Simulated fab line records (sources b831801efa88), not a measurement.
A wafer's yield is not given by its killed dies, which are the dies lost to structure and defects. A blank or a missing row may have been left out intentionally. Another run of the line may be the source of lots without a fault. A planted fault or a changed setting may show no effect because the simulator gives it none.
fab line records    flow gf180mcu
record lots=7  wafers=19  last-day=34
route steps=602 shown V5@550
lots with no fault: from the same line, run without faults
start-h: hours from the record's first day to the start of the lot's first wafer shown    wait-h: time in hours since the lot's previous step    " unchanged from the row above    L1.1+2: a row that stands for several wafers    - no value, or no start given    * or withheld: withheld    < > ~ a bound
route shown NAME@n: names a module that has steps shown in the file, with the first one's number in the route    usual: the fault-free wafers' mean and standard deviation    same: alike in all rows    chamber/n: place in a boat    sites: each site's reading    _std_site: how widely they spread, as a standard deviation    _edge_site: the outer-site mean with the inner-site mean subtracted    radius-mm: how far each site lies from the wafer's centre    mask NAME#n: copy n    behind: the tool/chamber that last shaped the wafer    hold: why the lot went on hold/how many hours it stayed there/how the hold came to an end    device: names the non-switching transistor (n, p or np)    end of line: tests of these same wafers at the route's end    a step given without rows: its recipe and nothing more    killed: dies lost to structure and defects at the first sort, not the wafer's yield    map: dies across one wafer; x = killed, . = not, _ = none there
set.NAME: setting as actually run; set.NAME@STEP: the setting as run at that earlier step    model.NAME: the simulator's own value behind a step, which no gauge read
lots seen at some steps along the route; tables by step, rows by wafer
services: from which hour (start-h, from the record's first day; less than 0 if before it) a tool's chamber was out of use, for how many hours, and why
## steps
# step GF_V5_SOFTBAKE_10
# recipe temp-c=130  time-s=60  resist=KrF
# step GF_V5_EXPOSE_11
# recipe mask-id=Via5  target-cd-nm=260  na=0.68  source-shape=conventional  sigma-outer=0.6  dose-mj=38
# step GF_V5_PEB_12
# recipe peb-temp-c=135  peb-time-s=90  resist=KrF
# step GF_V5_DEVELOP_13
# recipe develop-time-s=60  resist=KrF  dev-temp-c=21
# step GF_V5_CD_MEAS_14
# recipe target-cd-nm=260
# usual cd-nm=259.8/1.3
lot.wafer  tool       chamber  start-h  wait-h  cd-nm
L292.2     cd-sem-02  -        624.53   0.1     257.9
L292.4     "          -        "        "       258.4
L292.5     "          -        "        "       257.9
L294.2     cd-sem-02  -        638.60   0.2     261.5
L294.5     "          -        "        "       260.7
L294.6     "          -        "        "       261.3
L302.2     cd-sem-02  -        694.33   0.1     259.5
L302.3     "          -        "        "       259.2
L304.2     cd-sem-01  -        707.64   0.1     257.6
L304.5     "          -        "        "       259.6
L304.6     "          -        "        "       258.5
L307.3     cd-sem-01  -        736.31   0.1     262.5
L307.4     "          -        "        "       262.3
L309.3     cd-sem-02  -        744.11   0.1     259.5
L309.4     "          -        "        "       260.4
L309.5     "          -        "        "       260.5
L315.1     cd-sem-02  -        776.67   0.1     257.0
L315.2     "          -        "        "       258.4
L315.5     "          -        "        "       257.2
# step GF_V5_OVL_MEAS_15
# usual V5_OVL=-6/6.5
lot.wafer  tool        chamber  start-h  wait-h  V5_OVL[nm]
L292.2     overlay-01  -        624.64   0.1     -16
L292.4     "           -        "        "       -14
L292.5     "           -        "        "       -9
L294.2     overlay-02  -        638.70   0.1     -12
L294.5     "           -        "        "       0
L294.6     "           -        "        "       -9
L302.2     overlay-02  -        694.43   0.1     -20
L302.3     "           -        "        "       -3
L304.2     overlay-02  -        707.74   0.1     4
L304.5     "           -        "        "       -1
L304.6     "           -        "        "       4
L307.3     overlay-01  -        736.40   0.1     -12
L307.4     "           -        "        "       0
L309.3     overlay-02  -        744.20   0.1     -12
L309.4     "           -        "        "       -10
L309.5     "           -        "        "       -15
L315.1     overlay-01  -        776.79   0.1     2
L315.2     "           -        "        "       -3
L315.5     "           -        "        "       5
# step GF_V5_ETCH_16
# recipe chemistry=N2/H2  target-depth-a=withheld  overetch-a=withheld  time-s=withheld  target=BARC  ion-energy-ev=200  source-w=500  bias-w=100  pressure-mtorr=30  n2-flow-sccm=100  h2-flow-sccm=200
# usual drypump-motor-current-A=5.7/0.38  n2-flow-sccm=99.97/0.3  oes-product-au=0.853/0.0047  throttle-valve-pct=13.224/0.0089
lot.wafer  tool         chamber  start-h  wait-h  drypump-motor-current-A  n2-flow-sccm  oes-product-au  throttle-valve-pct
L292.2     rie-diel-04  0        624.67   0.0     6.1                      99.80         0.850           13.219
L292.4     "            1        "        "       5.0                      100.52        0.853           13.223
L292.5     "            1        "        "       5.1                      100.03        0.860           13.216
L294.2     rie-diel-04  2        638.73   0.0     5.8                      99.98         0.856           13.236
L294.5     "            1        "        "       5.0                      99.74         0.847           13.221
L294.6     "            2        "        "       5.8                      100.11        0.848           13.213
L302.2     rie-diel-02  3        694.46   0.0     6.0                      100.41        0.852           13.228
L302.3     "            1        "        "       5.3                      99.73         0.855           13.219
L304.2     rie-diel-01  1        707.77   0.0     5.7                      99.88         0.857           13.239
L304.5     "            2        "        "       6.0                      99.87         0.840           13.229
L304.6     "            3        "        "       5.5                      99.87         0.858           13.235
L307.3     rie-diel-04  1        736.42   0.0     5.0                      100.52        0.855           13.222
L307.4     "            2        "        "       5.8                      100.31        0.854           13.226
L309.3     rie-diel-04  2        744.22   0.0     5.8                      99.49         0.854           13.209
L309.4     "            0        "        "       6.1                      100.18        0.853           13.219
L309.5     "            1        "        "       5.0                      100.36        0.850           13.221
L315.1     rie-diel-04  0        776.82   0.0     6.1                      100.34        0.857           13.219
L315.2     "            3        "        "       6.3                      99.55         0.855           13.235
L315.5     "            1        "        "       5.0                      99.73         0.851           13.228
# step GF_V5_ETCH_17
# recipe chemistry=C4F8/O2/Ar  mask-material=KrF  target=SiO2  stop-on=TiN  source-w=1500  bias-w=1200  pressure-mtorr=40  c4f8-flow-sccm=withheld  O2_flow_sccm=6  Ar_flow_sccm=300  time-s=withheld  target-depth-a=8550
# usual oes-product-au=0.859/0.0043
lot.wafer  tool         chamber  start-h  wait-h  oes-product-au
L292.2     rie-diel-04  0        -        -       0.865
L292.4     "            1        "        "       0.860
L292.5     "            1        "        "       0.862
L294.2     rie-diel-04  2        -        -       0.860
L294.5     "            1        "        "       0.867
L294.6     "            2        "        "       0.859
L302.2     rie-diel-02  3        -        -       0.859
L302.3     "            1        "        "       0.865
L304.2     rie-diel-01  1        -        -       0.863
L304.5     "            2        "        "       0.866
L304.6     "            3        "        "       0.861
L307.3     rie-diel-04  1        -        -       0.858
L307.4     "            2        "        "       0.863
L309.3     rie-diel-04  2        -        -       0.858
L309.4     "            0        "        "       0.858
L309.5     "            1        "        "       0.848
L315.1     rie-diel-04  0        -        -       0.857
L315.2     "            3        "        "       0.856
L315.5     "            1        "        "       0.857
# step GF_V5_STRIP_18
# recipe chemistry=O2/N2  power-w=1400  pressure-mtorr=1500  platen-temp-c=250  o2-flow-sccm=3000  n2-flow-sccm=300  overash-fraction=0.5
# usual drypump-motor-current-A=5.75/0.29  heater-power-w=332/30  n2-flow-sccm=300.0/0.8  oes-product-au=0.569/0.0048  platen-temp-c=250.01/0.18
lot.wafer  tool             chamber  start-h  wait-h  drypump-motor-current-A  heater-power-w  n2-flow-sccm  oes-product-au  platen-temp-c  rf-hours-counter-h
L292.2     plasma-asher-02  1        624.82   -       5.19                     279             300.1         0.570           250.02         55
L292.4     "                1        "        "       5.17                     293             299.7         0.567           250.29         -
L292.5     "                0        "        "       6.15                     323             300.4         0.571           249.78         -
L294.2     plasma-asher-02  1        638.89   -       5.19                     284             300.9         0.570           249.86         56
L294.5     "                1        "        "       5.16                     284             299.9         0.569           250.17         -
L294.6     "                0        "        "       6.14                     321             299.5         0.576           250.17         -
L302.2     plasma-asher-03  1        694.62   -       5.81                     366             299.5         0.565           250.21         97
L302.3     "                0        "        "       5.80                     317             299.2         0.570           250.12         -
L304.2     plasma-asher-03  1        707.92   -       5.85                     361             300.5         0.570           249.93         99
L304.5     "                0        "        "       5.77                     315             301.0         0.570           249.98         -
L304.6     "                1        "        "       5.83                     363             301.5         0.567           249.94         -
L307.3     plasma-asher-01  1        736.61   -       5.68                     368             299.2         0.563           249.69         -
L307.4     "                0        "        "       5.89                     332             299.4         0.568           250.12         -
L309.3     plasma-asher-03  1        744.41   -       5.85                     381             300.2         0.576           249.98         -
L309.4     "                0        "        "       5.81                     328             300.6         0.571           250.00         -
L309.5     "                0        "        "       5.79                     319             301.5         0.556           249.89         -
L315.1     plasma-asher-03  1        776.97   -       5.84                     381             298.7         0.572           250.25         3
L315.2     "                0        "        "       5.78                     318             300.3         0.571           250.06         3
L315.5     "                0        "        "       5.80                     322             299.9         0.563           250.09         -
# step GF_V5_STRIP_19
# recipe chemistry=post-etch-residue-remover  time-s=1200  temp-c=72.5
# step GF_V5_CLEAN_20
# recipe chemistry=DIW  dry=n2-spin
# step GF_V5_SPUTTER_21
# recipe material=Ti  target-thk-nm=15  chamber-pressure-pa=5  power-w=2500  substrate-temp-c=200  time-s=80.02
# usual throttle-valve-pct=30.4/0.69
# same time-s=80.02
lot.wafer  tool            chamber  start-h  wait-h  throttle-valve-pct
L292.2     pvd-sputter-04  -        625.87   0.0     31.0
L292.4     "               -        "        "       30.8
L292.5     "               -        "        "       31.4
L294.2     pvd-sputter-02  -        639.43   0.0     31.4
L294.5     "               -        "        "       31.2
L294.6     "               -        "        "       29.3
L302.2     pvd-sputter-04  -        695.15   0.0     30.8
L302.3     "               -        "        "       31.0
L304.2     pvd-sputter-04  -        708.46   0.0     31.2
L304.5     "               -        "        "       30.6
L304.6     "               -        "        "       31.2
L307.3     pvd-sputter-04  -        737.11   0.0     29.8
L307.4     "               -        "        "       31.2
L309.3     pvd-sputter-01  -        744.91   0.0     30.7
L309.4     "               -        "        "       31.0
L309.5     "               -        "        "       30.1
L315.1     pvd-sputter-02  -        777.57   0.0     30.4
L315.2     "               -        "        "       30.7
L315.5     "               -        "        "       28.9
# step GF_V5_SPUTTER_22
# recipe material=TiN  target-thk-nm=10  chamber-pressure-pa=5  power-w=4000  time-s=40
# usual throttle-valve-pct=30.4/0.68
lot.wafer  tool            chamber  start-h  wait-h  throttle-valve-pct  model.TiN_of_V5_SPUTTER_22.thk-nm
L292.2     pvd-sputter-04  -        625.93   0.0     31.0                9.683
L292.4     "               -        "        "       30.6                10.1
L292.5     "               -        "        "       31.4                9.824
L294.2     pvd-sputter-02  -        639.49   0.0     31.6                9.861
L294.5     "               -        "        "       31.3                9.746
L294.6     "               -        "        "       28.9                9.917
L302.2     pvd-sputter-04  -        695.21   0.0     30.5                7.426
L302.3     "               -        "        "       31.4                10.09
L304.2     pvd-sputter-04  -        708.52   0.0     31.1                7.612
L304.5     "               -        "        "       30.7                10.06
L304.6     "               -        "        "       31.1                10.05
L307.3     pvd-sputter-04  -        737.17   0.0     29.6                10.01
L307.4     "               -        "        "       31.4                7.424
L309.3     pvd-sputter-01  -        744.97   0.0     30.1                9.955
L309.4     "               -        "        "       31.1                10.06
L309.5     "               -        "        "       29.7                10.06
L315.1     pvd-sputter-02  -        777.63   0.0     30.2                9.998
L315.2     "               -        "        "       30.4                9.954
L315.5     "               -        "        "       29.1                10.08
# step GF_V5_CVD_23
# recipe material=W  target-thk-nm=350  time-s=104.9  temp-c=400  pressure-torr=40
# usual heater-power-w=919/67
# same time-s=104.9
lot.wafer  tool      chamber  start-h  wait-h  heater-power-w
L292.2     cvd-w-01  0        625.97   0.0     847
L292.4     "         0        "        "       867
L292.5     "         1        "        "       997
L294.2     cvd-w-02  0        639.53   0.0     827
L294.5     "         0        "        "       812
L294.6     "         1        "        "       1004
L302.2     cvd-w-01  0        695.25   0.0     873
L302.3     "         1        "        "       971
L304.2     cvd-w-02  1        708.56   0.0     989
L304.5     "         0        "        "       841
L304.6     "         1        "        "       1015
L307.3     cvd-w-02  0        737.25   0.1     823
L307.4     "         1        "        "       998
L309.3     cvd-w-01  0        745.05   0.1     843
L309.4     "         1        "        "       972
L309.5     "         1        "        "       952
L315.1     cvd-w-02  1        777.67   0.0     997
L315.2     "         0        "        "       838
L315.5     "         1        "        "       1002
## services
tool             chamber  start-h  hours  kind
pvd-sputter-04   -        617.04   4.0    repair
pvd-sputter-02   3        622.74   -      consumable-replace:kit
rie-diel-01      0        633.83   8.7    repair
rie-diel-02      2        647.09   8.9    repair
pvd-sputter-01   -        653.95   1.1    repair
rie-diel-01      2        660.66   2.2    repair
pvd-sputter-04   0        664.18   -      consumable-replace:kit
pvd-sputter-04   0        664.18   18.0   scheduled-down
pvd-sputter-04   0        664.18   18.0   vent-cycle
rie-diel-02      0        667.25   4.8    repair
rie-diel-04      -        678.12   0.1    repair
plasma-asher-02  -        683.21   26.3   repair
pvd-sputter-04   -        684.66   3.7    repair
plasma-asher-01  -        689.27   11.0   repair
pvd-sputter-02   -        691.37   23.9   repair
rie-diel-04      0        691.61   37.9   repair
plasma-asher-03  -        701.16   2.8    pm
rie-diel-01      0        704.19   6.5    repair
cvd-w-01         -        719.88   0.6    repair
rie-diel-04      2        721.19   4.2    repair
rie-diel-01      1        729.05   8.9    repair
plasma-asher-03  -        733.75   9.0    pm
plasma-asher-03  -        746.65   1.0    repair
rie-diel-01      1        768.85   2.0    repair
## key
first-sign none at tools or gauges
model-effect step=GF_V5_SPUTTER_22  value=TiN_of_V5_SPUTTER_22.thk-nm  without=10.07  struck=7.487
met-at GF_V5_SPUTTER_22
struck-wafers L302.2,L304.2,L307.4
sort-left-out L307.4
onset-between 625.93 695.21
fault kind=process-parameter-drift  tool=pvd-sputter-04  chamber=-  onset-h=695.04  steps=GF_V5_SPUTTER_22  channel=time-s  offset=*  shape=step  end-h=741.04  scope=struck-wafers-only  acts-in=*  stated=*
# sort-left-out: the simulated sort isn't trusted on such a fault, so these wafers' sort isn't shown, and their yield isn't known
